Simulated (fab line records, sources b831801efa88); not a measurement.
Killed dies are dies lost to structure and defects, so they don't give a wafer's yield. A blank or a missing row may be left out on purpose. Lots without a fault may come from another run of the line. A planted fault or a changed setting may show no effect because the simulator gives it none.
Problem report in the 8D (eight disciplines) form, filled by code | flow sky130 | the parts of the form that need people (team, actions taken, sign-off) are left out

1. THE PROBLEM
sort_bin_3_pad_short at SKY_PAD_OPEN_PROBE_99 reads a mean of 5.2 % on 6 wafers of 2 lots; wafers without a fault read 0.9 % with a standard deviation of 0.42. That is +10 standard deviations from the usual mean.
First seen on wafer L985.1, day 49 21:40, on prober-02. The record holds 33 wafers of 11 lots with a number at this step. Rule for "out", or "out of limits": more than 4 standard deviations from the usual mean. The other wafers with a number count as sound.

2. WHAT IT IS AND WHAT IT IS NOT
question                    | is                                                                                                       | is not
which readings at this step | sort_bin_3_pad_short, defect_limited_yield, killed_at_M0_to_M3, killed_dies, sort_n_pass, sort_yield_pct | killed_at_M4_up, killed_at_front_end, killed_at_other, killed_short, sort_bin_6_memory
which lots                  | L985, L986                                                                                               | L969, L970, L971, L972, L974, L975, L976, L978, L992
which wafers of those lots  | all that have a number                                                                                   | -
read on which tools         | prober-02                                                                                                | prober-01
when                        | from day 49 21:40                                                                                        | up to then (24 sound wafers); but 3 sound wafers of L992 came after

3. SUSPECTS, AND WHAT RULES EACH OUT
Counting: a tool at a process step up to the reading stays a suspect if it ran every lot that is out and no sound lot after the first of them.
- rie_metal-03 at SKY_METAL1_METAL_ETCH_19 (etches the open film in Cl2/BCl3, stops on SiO2, target depth 360 nm, time 78 s): kept. It ran every lot that is out, first L985 (day 38 08:40), and no sound lot after that; its last sound lot up to then is L976 (day 36 04:55).
- pvd_sputter-02 at SKY_METAL5_SPUTTER_01 (material TiN, target thk 20 nm, time 16.7 s): kept. It ran every lot that is out, first L985 (day 47 11:40), and no sound lot after that; its last sound lot up to then is L972 (day 43 22:01).
- prober-02 at SKY_PAD_OPEN_PROBE_99: ruled out as a lasting fault. Sound lots L992 ran on it after its first lot that is out, L985 (day 49 21:40).
Left after counting: rie_metal-03 at SKY_METAL1_METAL_ETCH_19, pvd_sputter-02 at SKY_METAL5_SPUTTER_01.

4. THE CAUSE (what the simulator had put in)
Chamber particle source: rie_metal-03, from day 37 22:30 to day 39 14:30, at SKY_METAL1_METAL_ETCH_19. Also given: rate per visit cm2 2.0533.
Counting left 2 suspects, and this tool is among them.

5. THE CHAIN OF EFFECTS, in route order
Each row: a reading whose mean over the struck wafers that have a number lies more than 3 standard deviations from the usual. Only readings for which the record gives a usual standard deviation are gone through. hours: the time from each lot's start at the first step in this table that gives one to its start at this step, as a median over the lots. sigmas: the change in usual standard deviations.
hours | step                  | reading              | usual  | on struck wafers | change | sigmas
0     | SKY_PAD_OPEN_PROBE_99 | defect_limited_yield | 82.5 % | 70.7             | -11.8  | -6.2
0     | SKY_PAD_OPEN_PROBE_99 | killed_at_M0_to_M3   | 42     | 102              | +60    | +9.4
0     | SKY_PAD_OPEN_PROBE_99 | killed_dies          | 86     | 144              | +58    | +6.3
0     | SKY_PAD_OPEN_PROBE_99 | sort_bin_3_pad_short | 0.9 %  | 5.2              | +4.3   | +10
0     | SKY_PAD_OPEN_PROBE_99 | sort_bin_5_function  | 10.4 % | 17.2             | +6.8   | +4.5
0     | SKY_PAD_OPEN_PROBE_99 | sort_n_pass          | 406    | 348              | -58    | -6.3
0     | SKY_PAD_OPEN_PROBE_99 | sort_yield_pct       | 82.5 % | 70.7             | -11.8  | -6.2
The process steps in it:
- SKY_PAD_OPEN_PROBE_99

6. WHAT WOULD HAVE CAUGHT IT SOONER
In this record the first reading out of limits was taken at day 49 21:40, 287 hours after the fault began at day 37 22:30.
Of the tool readings at SKY_METAL1_METAL_ETCH_19 for which the record gives a usual standard deviation, none was out on any struck wafer, so an alarm limit of 4 standard deviations on them would not have fired.
All the lots that are out (2) had begun SKY_METAL1_METAL_ETCH_19 on rie_metal-03 by day 49 21:40. A hold on the tool at that time would have spared none of them.
